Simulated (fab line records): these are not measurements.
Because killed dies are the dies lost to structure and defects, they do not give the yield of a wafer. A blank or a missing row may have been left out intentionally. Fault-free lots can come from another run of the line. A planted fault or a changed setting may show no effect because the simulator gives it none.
Chamber matching + flow sky130 + SKY_CONTACT_CMP_04 on cmp-01: 4 sister chambers
The step polishes SiO2. 8 wafers are shown with their chamber, then 7 later ones without.

WAFERS WITH THEIR CHAMBER
| wafer  | chamber | motor_current_A (A) | head_pressure_psi (psi) |
|--------|---------|---------------------|-------------------------|
| L763.4 | 2       | 12.0                | 4.017                   |
| L766.3 | 0       | 11.0                | 4.013                   |
| L769.5 | 1       | 10.4                | 4.006                   |
| L777.1 | 2       | 11.0                | 4.012                   |
| L777.2 | 0       | 11.6                | 3.999                   |
| L777.5 | 3       | 14.1                | 3.997                   |
| L780.1 | 1       | 10.7                | 3.986                   |
| L780.2 | 3       | 13.6                | 4.003                   |

WAFERS WITHOUT THEIR CHAMBER
| wafer  | motor_current_A (A) | head_pressure_psi (psi) |
|--------|---------------------|-------------------------|
| L780.4 | 11.4                | 3.994                   |
| L781.4 | 14.5                | 4.007                   |
| L781.5 | 11.7                | 4.000                   |
| L781.6 | 13.8                | 3.992                   |
| L783.1 | 11.4                | 4.000                   |
| L783.4 | 10.4                | 3.997                   |
| L783.5 | 11.5                | 3.999                   |

WHICH CHAMBER EACH ONE RAN IN
| wafer  | from the rows above          | in truth |
|--------|------------------------------|----------|
| L780.4 | can't be placed: 0 or 1 or 2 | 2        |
| L781.4 | 3                            | 3        |
| L781.5 | can't be placed: 0 or 2 or 1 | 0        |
| L781.6 | 3                            | 3        |
| L783.1 | can't be placed: 0 or 2 or 1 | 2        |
| L783.4 | can't be placed: 1 or 0      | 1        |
| L783.5 | can't be placed: 0 or 2 or 1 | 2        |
2 of 7 placed correctly. These rows do not allow placing 5 (true chamber among the candidates in 5). Wrongly placed: 0.
How it was worked out, from the rows above alone: a wafer's distance from a chamber is the root of the sum, over the readings, of the square of ((its reading less the chamber's mean) divided by the reading's scatter). If the next closest chamber is less than 2 further off than the closest, the wafer can't be placed; otherwise it belongs to the closest. For every chamber, the mean is computed from those of its wafers that are shown. The scatter: the root of (the sum of the squares of (reading less its chamber's mean) over the shown wafers, divided by (wafers less chambers)).
